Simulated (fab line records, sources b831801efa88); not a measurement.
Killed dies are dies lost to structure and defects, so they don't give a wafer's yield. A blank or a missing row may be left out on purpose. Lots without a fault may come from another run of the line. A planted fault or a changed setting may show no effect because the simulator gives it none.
A struck lot beside a sound one | flow gf180mcu | 18 steps out of a route of 602
Sound: wafers L940.2, L940.4, L940.5. Struck: wafers L952.2, L952.4, L952.6. The cause comes at the end.
At each step with rows: each side's tool, then ch and its chambers, then its first start. Under that, the readings that differ: sound wafers | struck wafers | difference of the means | sigmas: that difference in standard deviations of wafers without a fault.
alike: readings whose means differ by less than 2 such deviations, and words and numbers that are the same on both sides. not compared: withheld readings, readings that some wafer has no value for, bounds like >300 that may hide the same value, and numbers for which the record gives no deviation and whose values overlap.
The two part at a step that has a row with sigmas, a row that says differs or no value, or rows on one side only. Numbers that don't overlap but have no deviation are shown without sigmas and don't part them. A reading that every wafer of one side lacks parts them only if that side has two wafers or more.

first, 3 steps without rows for these wafers: GF_V4_EXPOSE_11 (exposes mask Via4, target cd 260 nm); GF_V4_PEB_12 (peb time 90 s); GF_V4_DEVELOP_13 (develop time 60 s).
GF_V4_CD_MEAS_14: target cd 260 nm.
  sound on cd_sem-02, day 25 19:29; struck on cd_sem-01, day 29 05:26
  alike: cd_nm
GF_V4_OVL_MEAS_15:
  sound on overlay-01, day 25 19:35; struck on overlay-01, day 29 05:32
  alike: V4_OVL
GF_V4_ETCH_16: etches BARC in N2/H2.
  sound on rie_diel-01 ch 0,1,3, day 25 19:37; struck on rie_diel-04 ch 1,3, day 29 05:34
  alike: drypump_motor_current_A, oes_product_au, rf_fwd_power_W, throttle_valve_pct
GF_V4_ETCH_17: etches SiO2 in C4F8/O2/Ar, stops on TiN, target depth 630 nm.
  sound on rie_diel-01 ch 0,1,3; struck on rie_diel-04 ch 1,3
  alike: oes_product_au, rf_fwd_power_W
GF_V4_STRIP_18: strips in O2/N2.
  sound on plasma_asher-03 ch 0,1, day 25 19:45; struck on plasma_asher-02 ch 0, day 29 05:42
  reading            | sound       | struck      | difference | sigmas
  heater_power_w (W) | 332 431 431 | 281 279 279 | -118       | -2
  alike: drypump_motor_current_A, o2_flow_sccm, oes_product_au
  not compared: rf_hours_counter_h
then, 2 steps without rows for these wafers: GF_V4_STRIP_19 (strips in post etch residue remover, time 1200 s); GF_V4_CLEAN_20 (cleans in DIW).
GF_V4_SPUTTER_21: material Ti, target thk 15 nm, time 80.02 s.
  sound on pvd_sputter-04, day 25 20:19; struck on pvd_sputter-03, day 29 06:14
  alike: throttle_valve_pct
then, 1 step without rows for these wafers: GF_V4_SPUTTER_22 (material TiN, target thk 10 nm, time 40 s).
GF_V4_CVD_23: deposits W, target thk 350 nm, time 104.9 s.
  sound on cvd_w-02 ch 0,1, day 25 20:25; struck on cvd_w-01 ch 0,1, day 29 06:20
  reading                          | sound             | struck            | difference | sigmas
  chamber_pressure_Torr (Torr)     | 39.96 39.88 39.99 | 67.59 67.63 67.57 | +27.65     | +99 or more
  heater_power_w (W)               | 1061 1004 1006    | 704 742 714       | -304       | -2
  model.W_of_V4_CVD_23.thk_nm (nm) | 347 339.4 341.3   | 444.8 444.8 447.9 | +103.3     |
  alike: heater_power_outer_w
GF_V4_RS_MEAS_24: measures by four-point-probe.
  sound on film_metro-01, day 25 20:32; struck on film_metro-03, day 29 06:28
  reading          | sound             | struck            | difference | sigmas
  V4_W_RS (ohm/sq) | 0.330 0.338 0.336 | 0.257 0.257 0.255 | -0.078     | -20
GF_V4_THK_MEAS_25: measures by xrf.
  sound on film_metro-01, day 25 20:39; struck on film_metro-03, day 29 06:35
  reading       | sound       | struck      | difference | sigmas
  V4_W_THK (nm) | 344 336 340 | 441 441 442 | +101       | +21
GF_V4_CMP_26: polishes, stops on SiO2, t overpolish 15 s, target thk 0 nm.
  sound on cmp-02 ch 1,2, day 25 20:42; struck on cmp-02 ch 1,2,3, day 29 06:38
  reading                | sound    | struck      | difference | sigmas
  time_to_endpoint_s (s) | 91 81 86 | 104 112 104 | +21        | +6
  alike: head_pressure_psi, motor_current_A, retaining_ring_pressure_frac, slurry_filter_dp_kPa
GF_MIM_SPUTTER_00: material Ti, target thk 37.5 nm, time 150 s.
  sound on pvd_sputter-01, day 25 21:00; struck on pvd_sputter-02, day 29 06:56
  alike: throttle_valve_pct
-- the record jumps here: 4 days lie between the struck wafers' starts before and after (it left off in module MIM and takes up again in module PASSIVATION, whose first step shown is number 602 of the route) --
GF_PASSIVATION_PROBE_99:
  the record has rows for the struck wafers here (prober-02, day 33 07:01) and none for the sound ones

WHERE THEY PART
First at GF_V4_STRIP_18; last, within this record, at GF_PASSIVATION_PROBE_99.

WHY: what the simulator had put in
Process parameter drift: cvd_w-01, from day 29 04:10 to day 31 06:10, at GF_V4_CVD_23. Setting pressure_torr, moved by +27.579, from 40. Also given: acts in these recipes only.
